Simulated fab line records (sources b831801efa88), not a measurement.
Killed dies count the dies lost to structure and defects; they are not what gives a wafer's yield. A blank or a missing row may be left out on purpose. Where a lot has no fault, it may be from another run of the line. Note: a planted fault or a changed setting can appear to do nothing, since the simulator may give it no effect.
Chamber matching :: flow sky130 :: SKY_VIA4_CMP_21 on cmp-01 has 4 sister chambers
The step polishes, stops on SiO2, t overpolish 25 s, target thk 0 nm. 18 wafers are shown with their chamber, then 9 later ones without.

== WAFERS PAIRED WITH THEIR CHAMBERS ==
wafer: L429.1
chamber: 2
motor-current-A (A): 8.8
time-to-endpoint-s (s): 118.8
overpolish-run-s (s): 24.987

wafer: L429.3
chamber: 1
motor-current-A (A): 10.2
time-to-endpoint-s (s): 123.3
overpolish-run-s (s): 24.987

wafer: L429.6
chamber: 0
motor-current-A (A): 11.8
time-to-endpoint-s (s): 122.9
overpolish-run-s (s): 25.008

wafer: L430.1
chamber: 3
motor-current-A (A): 10.3
time-to-endpoint-s (s): 123.5
overpolish-run-s (s): 25.000

wafer: L430.5
chamber: 0
motor-current-A (A): 11.7
time-to-endpoint-s (s): 125.4
overpolish-run-s (s): 24.995

wafer: L430.6
chamber: 1
motor-current-A (A): 10.2
time-to-endpoint-s (s): 123.8
overpolish-run-s (s): 25.014

wafer: L431.3
chamber: 0
motor-current-A (A): 12.1
time-to-endpoint-s (s): 122.9
overpolish-run-s (s): 25.007

wafer: L431.4
chamber: 1
motor-current-A (A): 10.6
time-to-endpoint-s (s): 122.5
overpolish-run-s (s): 25.012

wafer: L431.5
chamber: 1
motor-current-A (A): 10.1
time-to-endpoint-s (s): 124.2
overpolish-run-s (s): 25.008

wafer: L432.3
chamber: 2
motor-current-A (A): 8.8
time-to-endpoint-s (s): 122.4
overpolish-run-s (s): 24.999

wafer: L432.4
chamber: 0
motor-current-A (A): 12.0
time-to-endpoint-s (s): 120.9
overpolish-run-s (s): 24.993

wafer: L432.5
chamber: 1
motor-current-A (A): 11.0
time-to-endpoint-s (s): 122.6
overpolish-run-s (s): 25.002

wafer: L435.1
chamber: 0
motor-current-A (A): 12.4
time-to-endpoint-s (s): 122.6
overpolish-run-s (s): 25.002

wafer: L435.2
chamber: 2
motor-current-A (A): 8.7
time-to-endpoint-s (s): 120.0
overpolish-run-s (s): 24.999

wafer: L435.6
chamber: 1
motor-current-A (A): 10.2
time-to-endpoint-s (s): 121.6
overpolish-run-s (s): 25.009

wafer: L436.2
chamber: 3
motor-current-A (A): 10.3
time-to-endpoint-s (s): 118.7
overpolish-run-s (s): 24.994

wafer: L436.3
chamber: 1
motor-current-A (A): 9.9
time-to-endpoint-s (s): 119.9
overpolish-run-s (s): 24.993

wafer: L436.6
chamber: 0
motor-current-A (A): 11.9
time-to-endpoint-s (s): 122.4
overpolish-run-s (s): 25.008

SIGNATURES (means of the wafers above)
reading: motor-current-A
chamber 0: 11.983
chamber 1: 10.314
chamber 2: 8.767
chamber 3: 10.300
scatter within a chamber: 0.283

reading: time-to-endpoint-s
chamber 0: 122.850
chamber 1: 122.557
chamber 2: 120.400
chamber 3: 121.100
scatter within a chamber: 1.72

reading: overpolish-run-s
chamber 0: 25.00217
chamber 1: 25.00357
chamber 2: 24.99500
chamber 3: 24.99700
scatter within a chamber: 0.00827
Rule: for a wafer and a chamber, the distance is found by dividing, reading by reading, the gap between the wafer's reading and the chamber's mean by the reading's scatter, squaring, summing and taking the root. If the next closest chamber is less than 2 further off than the closest, the wafer can't be placed; otherwise it belongs to the closest. How the scatter is found: for the shown wafers, subtract from each reading the mean of its chamber, square and add these, divide the total by (wafers less chambers), then take the root.

== WAFERS WITHOUT THEIR CHAMBER ==
wafer: L437.1
motor-current-A (A): 10.3
time-to-endpoint-s (s): 118.9
overpolish-run-s (s): 24.982

wafer: L437.3
motor-current-A (A): 13.0
time-to-endpoint-s (s): 118.8
overpolish-run-s (s): 25.010

wafer: L437.4
motor-current-A (A): 10.6
time-to-endpoint-s (s): 120.1
overpolish-run-s (s): 24.997

wafer: L440.1
motor-current-A (A): 11.8
time-to-endpoint-s (s): 114.9
overpolish-run-s (s): 24.992

wafer: L440.3
motor-current-A (A): 8.6
time-to-endpoint-s (s): 119.7
overpolish-run-s (s): 25.005

wafer: L440.5
motor-current-A (A): 10.2
time-to-endpoint-s (s): 116.0
overpolish-run-s (s): 25.005

wafer: L443.1
motor-current-A (A): 8.2
time-to-endpoint-s (s): 123.4
overpolish-run-s (s): 25.003

wafer: L443.2
motor-current-A (A): 11.6
time-to-endpoint-s (s): 119.8
overpolish-run-s (s): 24.997

wafer: L443.6
motor-current-A (A): 10.2
time-to-endpoint-s (s): 120.8
overpolish-run-s (s): 25.014

== CHAMBER TAKEN BY EACH ==
wafer: L437.1
from the rows above: can't be placed: 3 or 1
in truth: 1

wafer: L437.3
from the rows above: 0
in truth: 0

wafer: L437.4
from the rows above: can't be placed: 3 or 1
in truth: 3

wafer: L440.1
from the rows above: can't be placed: 0 or 3
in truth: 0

wafer: L440.3
from the rows above: 2
in truth: 2

wafer: L440.5
from the rows above: can't be placed: 3 or 1
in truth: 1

wafer: L443.1
from the rows above: 2
in truth: 2

wafer: L443.2
from the rows above: 0
in truth: 0

wafer: L443.6
from the rows above: can't be placed: 1 or 3
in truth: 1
Placed correctly: 4 of 9. These rows do not allow placing 5 (true chamber among the candidates in 5). Placed wrongly: 0.
